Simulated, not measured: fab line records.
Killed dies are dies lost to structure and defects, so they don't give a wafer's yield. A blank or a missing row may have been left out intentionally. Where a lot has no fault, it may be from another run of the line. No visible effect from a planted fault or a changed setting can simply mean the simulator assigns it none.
Which tool was responsible? || flow gf180mcu || Sampling: 14 lots, 42 wafers, 4 of 602 route steps

WHAT EACH GAUGE READ, for each wafer
GF_POLY_GATE_CD_MEAS_18.
{"lot": "L329", "measured": "day 9 14:25", "on": "cd sem-01", "cd nm (nm)": "279.4 278.2 280.9"}
{"lot": "L331", "measured": "day 10 00:16", "on": "cd sem-02", "cd nm (nm)": "280.5 281.7 280.4"}
{"lot": "L335", "measured": "day 11 06:19", "on": "cd sem-01", "cd nm (nm)": "279.0 280.0 279.1"}
{"lot": "L339", "measured": "day 12 17:02", "on": "cd sem-01", "cd nm (nm)": "278.5 278.3 275.7"}
{"lot": "L340", "measured": "day 12 23:35", "on": "cd sem-01", "cd nm (nm)": "280.0 279.6 282.7"}
{"lot": "L341", "measured": "day 13 04:07", "on": "cd sem-02", "cd nm (nm)": "282.5 283.6 282.1"}
{"lot": "L343", "measured": "day 13 19:49", "on": "cd sem-02", "cd nm (nm)": "280.1 283.1 281.2"}
{"lot": "L345", "measured": "day 14 05:47", "on": "cd sem-02", "cd nm (nm)": "280.4 280.9 280.7"}
{"lot": "L346", "measured": "day 14 13:10", "on": "cd sem-02", "cd nm (nm)": "279.4 277.5 277.9"}
{"lot": "L347", "measured": "day 14 20:51", "on": "cd sem-02", "cd nm (nm)": "277.8 277.8 280.1"}
{"lot": "L348", "measured": "day 15 07:39", "on": "cd sem-01", "cd nm (nm)": "281.4 280.4 281.4"}
{"lot": "L349", "measured": "day 15 09:48", "on": "cd sem-02", "cd nm (nm)": "279.3 276.7 275.5"}
{"lot": "L350", "measured": "day 15 18:22", "on": "cd sem-02", "cd nm (nm)": "278.0 278.1 280.6"}
{"lot": "L351", "measured": "day 15 23:12", "on": "cd sem-02", "cd nm (nm)": "279.0 279.4 278.7"}

GF_HV_LDD_CD_MEAS_19: target cd 400 nm.
{"lot": "L329", "measured": "day 11 02:57", "on": "cd sem-01", "cd nm (nm)": "403.3 402.9 404.2"}
{"lot": "L331", "measured": "day 11 13:37", "on": "cd sem-02", "cd nm (nm)": "407.6 409.9 409.2"}
{"lot": "L335", "measured": "day 12 20:26", "on": "cd sem-02", "cd nm (nm)": "404.7 404.7 403.0"}
{"lot": "L343", "measured": "day 15 15:03", "on": "cd sem-01", "cd nm (nm)": "403.3 402.9 406.7"}
{"lot": "L345", "measured": "day 15 22:58", "on": "cd sem-01", "cd nm (nm)": "404.3 403.2 401.5"}
{"lot": "L346", "measured": "day 16 08:59", "on": "cd sem-01", "cd nm (nm)": "402.3 402.6 402.7"}
{"lot": "L347", "measured": "day 16 16:14", "on": "cd sem-02", "cd nm (nm)": "404.9 404.7 403.4"}
{"lot": "L348", "measured": "day 17 03:04", "on": "cd sem-02", "cd nm (nm)": "405.8 403.7 405.0"}
{"lot": "L349", "measured": "day 17 07:12", "on": "cd sem-02", "cd nm (nm)": "399.5 400.3 399.7"}
{"lot": "L350", "measured": "day 17 16:04", "on": "cd sem-02", "cd nm (nm)": "404.0 402.7 405.9"}
{"lot": "L351", "measured": "day 17 21:53", "on": "cd sem-01", "cd nm (nm)": "405.5 406.8 406.0"}

TOOL THAT RAN EACH LOT (tool first, then ch and the chambers of the sampled wafers, then the start)
{"lot": "L329", "GF_VT_IMPLANT_RTA_45": "rtp anneal-01 ch 0, day 7 21:49", "GF_POLY_GATE_STRIP_14": "plasma asher-03 ch 0, day 9 12:53"}
{"lot": "L331", "GF_VT_IMPLANT_RTA_45": "rtp anneal-02 ch 0, day 8 07:16", "GF_POLY_GATE_STRIP_14": "plasma asher-03 ch 0,1, day 9 22:47"}
{"lot": "L335", "GF_VT_IMPLANT_RTA_45": "rtp anneal-02 ch 0, day 9 11:06", "GF_POLY_GATE_STRIP_14": "plasma asher-01 ch 0,1, day 11 04:51"}
{"lot": "L339", "GF_VT_IMPLANT_RTA_45": "rtp anneal-01 ch 0, day 10 19:35", "GF_POLY_GATE_STRIP_14": "plasma asher-03 ch 0, day 12 15:29"}
{"lot": "L340", "GF_VT_IMPLANT_RTA_45": "rtp anneal-02 ch 0, day 11 00:32", "GF_POLY_GATE_STRIP_14": "plasma asher-03 ch 0,1, day 12 21:03"}
{"lot": "L341", "GF_VT_IMPLANT_RTA_45": "rtp anneal-01 ch 0, day 11 04:25", "GF_POLY_GATE_STRIP_14": "plasma asher-01 ch 0, day 13 02:39"}
{"lot": "L343", "GF_VT_IMPLANT_RTA_45": "rtp anneal-02 ch 0, day 11 19:28", "GF_POLY_GATE_STRIP_14": "plasma asher-03 ch 0,1, day 13 17:38"}
{"lot": "L345", "GF_VT_IMPLANT_RTA_45": "rtp anneal-02 ch 0, day 12 06:44", "GF_POLY_GATE_STRIP_14": "plasma asher-04 ch 0,1, day 14 04:18"}
{"lot": "L346", "GF_VT_IMPLANT_RTA_45": "rtp anneal-01 ch 0, day 12 13:36", "GF_POLY_GATE_STRIP_14": "plasma asher-04 ch 0,1, day 14 11:42"}
{"lot": "L347", "GF_VT_IMPLANT_RTA_45": "rtp anneal-02 ch 0, day 12 19:58", "GF_POLY_GATE_STRIP_14": "plasma asher-04 ch 0,1, day 14 19:23"}
{"lot": "L348", "GF_VT_IMPLANT_RTA_45": "rtp anneal-02 ch 0, day 13 07:13", "GF_POLY_GATE_STRIP_14": "plasma asher-03 ch 0,1, day 15 06:09"}
{"lot": "L349", "GF_VT_IMPLANT_RTA_45": "rtp anneal-01 ch 0, day 13 07:53", "GF_POLY_GATE_STRIP_14": "plasma asher-04 ch 0,1, day 15 07:11"}
{"lot": "L350", "GF_VT_IMPLANT_RTA_45": "rtp anneal-01 ch 0, day 13 16:32", "GF_POLY_GATE_STRIP_14": "plasma asher-01 ch 0,1, day 15 16:53"}
{"lot": "L351", "GF_VT_IMPLANT_RTA_45": "rtp anneal-02 ch 0, day 13 21:37", "GF_POLY_GATE_STRIP_14": "plasma asher-04 ch 0,1, day 15 21:41"}
- GF_VT_IMPLANT_RTA_45: time 30 s.
- GF_POLY_GATE_STRIP_14: strips in O2/N2.

WHAT THE TOOLS THEMSELVES READ (means of the sampled wafers that have a number; where no wafer has one, the mark that the record gives instead)
GF_VT_IMPLANT_RTA_45.
{"lot": "L329", "tool": "rtp anneal-01", "lamp power pct (%)": 39.4, "wafer_temp_C_max": 1053.7}
{"lot": "L331", "tool": "rtp anneal-02", "lamp power pct (%)": 38.1, "wafer_temp_C_max": 1054.1}
{"lot": "L335", "tool": "rtp anneal-02", "lamp power pct (%)": 38.1, "wafer_temp_C_max": 1054.5}
{"lot": "L339", "tool": "rtp anneal-01", "lamp power pct (%)": 39.5, "wafer_temp_C_max": 1053.4}
{"lot": "L340", "tool": "rtp anneal-02", "lamp power pct (%)": 38.1, "wafer_temp_C_max": 1052.7}
{"lot": "L341", "tool": "rtp anneal-01", "lamp power pct (%)": 39.4, "wafer_temp_C_max": 1054.7}
{"lot": "L343", "tool": "rtp anneal-02", "lamp power pct (%)": 38.1, "wafer_temp_C_max": 1053.5}
{"lot": "L345", "tool": "rtp anneal-02", "lamp power pct (%)": 38.1, "wafer_temp_C_max": 1053.8}
{"lot": "L346", "tool": "rtp anneal-01", "lamp power pct (%)": 39.4, "wafer_temp_C_max": 1053.1}
{"lot": "L347", "tool": "rtp anneal-02", "lamp power pct (%)": 38.1, "wafer_temp_C_max": 1054.0}
{"lot": "L348", "tool": "rtp anneal-02", "lamp power pct (%)": 38.0, "wafer_temp_C_max": 1054.3}
{"lot": "L349", "tool": "rtp anneal-01", "lamp power pct (%)": 39.4, "wafer_temp_C_max": 1053.1}
{"lot": "L350", "tool": "rtp anneal-01", "lamp power pct (%)": 39.5, "wafer_temp_C_max": 1054.5}
{"lot": "L351", "tool": "rtp anneal-02", "lamp power pct (%)": 38.1, "wafer_temp_C_max": 1053.4}

GF_POLY_GATE_STRIP_14.
{"lot": "L329", "tool": "plasma asher-03", "chamber pressure mTorr (mTorr)": 1499, "drypump motor current A (A)": 5.58, "heater power w (W)": 363, "oes product au (a.u.)": 0.499}
{"lot": "L331", "tool": "plasma asher-03", "chamber pressure mTorr (mTorr)": 1499, "drypump motor current A (A)": 5.93, "heater power w (W)": 362, "oes product au (a.u.)": 0.496}
{"lot": "L335", "tool": "plasma asher-01", "chamber pressure mTorr (mTorr)": 1501, "drypump motor current A (A)": 5.30, "heater power w (W)": 336, "oes product au (a.u.)": 0.500}
{"lot": "L339", "tool": "plasma asher-03", "chamber pressure mTorr (mTorr)": "-", "drypump motor current A (A)": "-", "heater power w (W)": "-", "oes product au (a.u.)": "-"}
{"lot": "L340", "tool": "plasma asher-03", "chamber pressure mTorr (mTorr)": "-", "drypump motor current A (A)": "-", "heater power w (W)": "-", "oes product au (a.u.)": "-"}
{"lot": "L341", "tool": "plasma asher-01", "chamber pressure mTorr (mTorr)": "-", "drypump motor current A (A)": "-", "heater power w (W)": "-", "oes product au (a.u.)": "-"}
{"lot": "L343", "tool": "plasma asher-03", "chamber pressure mTorr (mTorr)": 1499, "drypump motor current A (A)": 5.89, "heater power w (W)": 359, "oes product au (a.u.)": 0.499}
{"lot": "L345", "tool": "plasma asher-04", "chamber pressure mTorr (mTorr)": 1499, "drypump motor current A (A)": 5.67, "heater power w (W)": 393, "oes product au (a.u.)": 0.502}
{"lot": "L346", "tool": "plasma asher-04", "chamber pressure mTorr (mTorr)": 1500, "drypump motor current A (A)": 5.67, "heater power w (W)": 390, "oes product au (a.u.)": 0.502}
{"lot": "L347", "tool": "plasma asher-04", "chamber pressure mTorr (mTorr)": 1500, "drypump motor current A (A)": 5.66, "heater power w (W)": 393, "oes product au (a.u.)": 0.496}
{"lot": "L348", "tool": "plasma asher-03", "chamber pressure mTorr (mTorr)": 1500, "drypump motor current A (A)": 5.88, "heater power w (W)": 360, "oes product au (a.u.)": 0.501}
{"lot": "L349", "tool": "plasma asher-04", "chamber pressure mTorr (mTorr)": 1500, "drypump motor current A (A)": 5.68, "heater power w (W)": 392, "oes product au (a.u.)": 0.495}
{"lot": "L350", "tool": "plasma asher-01", "chamber pressure mTorr (mTorr)": 1502, "drypump motor current A (A)": 5.26, "heater power w (W)": 340, "oes product au (a.u.)": 0.501}
{"lot": "L351", "tool": "plasma asher-04", "chamber pressure mTorr (mTorr)": 1500, "drypump motor current A (A)": 5.67, "heater power w (W)": 392, "oes product au (a.u.)": 0.499}

THE ANSWER, worked out from the rows above alone
Rule: usual is defined by the lots themselves. Put in order of their means at a reading, lots are off if they are a third of the lots or fewer, leave a main group of 4 or more, and stand apart from it by a gap of 3 or more times the standard deviation of the main group's means; of several such gaps the widest counts. Not used: any main group whose means are identical at the precision the tables above print for the reading. A lot without any number at a reading at which 4 lots or more have one is off too. The other lots that the step has rows for count as sound. After the gauges, taken in route order, come the tools' own readings; for these a lot's mean is taken, as printed above. The first step at which some lot is off is used, and at that step the reading that is off furthest; a lot without a number counts as furthest.
Off: L339, L340, L341 (GF_POLY_GATE_STRIP_14, chamber pressure mTorr). Without a number there: L339, L340, L341. Main group: mean 1500 mTorr, sd 0.9.
A tool fits if, at that step or a process step before it, it ran every lot that is off, and no sound lot after the first of them. Not one of the candidates tried fits.

WHAT WAS PUT IN BY THE SIMULATOR
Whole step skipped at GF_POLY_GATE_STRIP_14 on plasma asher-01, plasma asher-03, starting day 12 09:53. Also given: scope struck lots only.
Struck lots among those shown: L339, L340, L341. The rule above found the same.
